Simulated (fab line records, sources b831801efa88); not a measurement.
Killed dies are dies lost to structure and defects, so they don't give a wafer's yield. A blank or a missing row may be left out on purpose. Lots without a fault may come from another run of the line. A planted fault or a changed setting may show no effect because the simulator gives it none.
A struck lot beside a sound one | flow sky130 | 16 steps out of a route of 708
Sound: wafers L597.1, L597.3, L597.5. Struck: wafers L593.1, L593.3, L593.5. The cause comes at the end.
At each step with rows: each side's tool, then ch and its chambers, then its first start. Under that, the readings that differ: sound wafers | struck wafers | difference of the means | sigmas: that difference in standard deviations of wafers without a fault.
alike: readings whose means differ by less than 2 such deviations, and words and numbers that are the same on both sides. not compared: withheld readings, readings that some wafer has no value for, bounds like >300 that may hide the same value, and numbers for which the record gives no deviation and whose values overlap.
The two part at a step that has a row with sigmas, a row that says differs or no value, or rows on one side only. Numbers that don't overlap but have no deviation are shown without sigmas and don't part them. A reading that every wafer of one side lacks parts them only if that side has two wafers or more.

SKY_LDD_P_OVL_MEAS_08:
  sound on overlay-01, day 21 16:08; struck on overlay-01, day 20 00:32
  alike: LDD_P_OVL
then, 1 step without rows for these wafers: SKY_LDD_P_IMPLANT_09.
SKY_LDD_P_STRIP_10: strips in O2/N2.
  sound on plasma_asher-03 ch 0,1, day 21 16:19; struck on plasma_asher-02 ch 0,1, day 20 00:43
  alike: drypump_motor_current_A, n2_flow_sccm, oes_product_au, strip_time_to_endpoint_s
  not compared: rf_hours_counter_h
SKY_LDD_P_TW_MEAS_11:
  sound on film_metro-04, day 21 16:25; struck on film_metro-03, day 20 00:49
  reading  | sound       | struck      | difference | sigmas
  LDD_P_TW | 629 627 628 | 645 644 644 | +16        | +2
then, 7 steps without rows for these wafers: SKY_LDD_HVN_DEHYDRATE_00 (time 60 s); SKY_LDD_HVN_HMDS_01 (prime time 60 s); SKY_LDD_HVN_COAT_02 (resist thk 300 nm); SKY_LDD_HVN_SOFTBAKE_03 (time 60 s); SKY_LDD_HVN_EXPOSE_04 (exposes mask HVNTM, target cd 700 nm); SKY_LDD_HVN_PEB_05; SKY_LDD_HVN_DEVELOP_06 (develop time 60 s).
SKY_LDD_HVN_OVL_MEAS_07:
  sound on overlay-02, day 22 22:01; struck on overlay-01, day 21 08:01
  alike: LDD_HVN_OVL
SKY_LDD_HVN_IMPLANT_08:
  sound on implanter-03 ch 0, day 22 22:02; struck on implanter-04 ch 0, day 21 08:02
  reading            | sound                         | struck                      | difference | sigmas
  dose_ions_cm2      | 3.004e+13 3.003e+13 3.002e+13 | 2.016e+13 2.02e+13 2.01e+13 | -9.877e+12 | -99 or more
  faraday_current_uA | 176 172 171                   | 116 115 109                 | -60        | -17
SKY_LDD_HVN_STRIP_09: strips in O2/N2.
  sound on plasma_asher-04 ch 0, day 22 22:11; struck on plasma_asher-01 ch 0,1, day 21 08:11
  alike: drypump_motor_current_A, n2_flow_sccm, oes_product_au, strip_time_to_endpoint_s
  not compared: rf_hours_counter_h
SKY_LDD_HVN_TW_MEAS_10:
  sound on film_metro-01, day 22 22:17; struck on film_metro-03, day 21 08:31
  reading    | sound          | struck         | difference | sigmas
  LDD_HVN_TW | 1437 1442 1441 | 1284 1280 1275 | -160       | -10
  not compared: hold
-- the record jumps here: 25 days lie between the struck wafers' starts before and after (it left off in module LDD_HVN and takes up again in module PAD_OPEN, whose first step shown is number 708 of the route) --
SKY_PAD_OPEN_PROBE_99:
  sound on prober-02, day 47 13:41; struck on prober-02, day 46 14:38
  reading                                 | sound               | struck              | difference | sigmas
  model.etest.tip_n_5v.rs_ohm_sq          | 1396 1388 1396      | 1843 1827 1845      | +445       |
  model.etest.tip_n_5v.rs_ohm_sq_range    | 27.56 24.34 26.35   | 60.87 38.17 49.22   | +23.34     |
  model.etest.ring_5v.delay_ps            | 44.85 44.85 44.78   | 45.43 45.14 45.17   | +0.42      |
  model.etest.nfet_g5v0d10v5.vt_sat_v (V) | 0.7651 0.7601 0.771 | 0.7928 0.781 0.7763 | +0.0180    |
  alike: killed_at_M0_to_M3, killed_at_M4_up, killed_at_contacts, killed_at_front_end, killed_at_other, killed_dies, killed_open, killed_short
  not compared: model.etest.nfet_g5v0d10v5.r_on_ohm_um, model.etest.nfet_g5v0d10v5.drive_ua_um, model.etest.nfet_05v0_nvt.drive_ua_um, model.etest.nfet_g5v0d10v5.vt_v

WHERE THEY PART
First at SKY_LDD_P_TW_MEAS_11; last, within this record, at SKY_LDD_HVN_TW_MEAS_10. Later steps at which nothing parts them and some readings are alike: SKY_PAD_OPEN_PROBE_99.

WHY: what the simulator had put in
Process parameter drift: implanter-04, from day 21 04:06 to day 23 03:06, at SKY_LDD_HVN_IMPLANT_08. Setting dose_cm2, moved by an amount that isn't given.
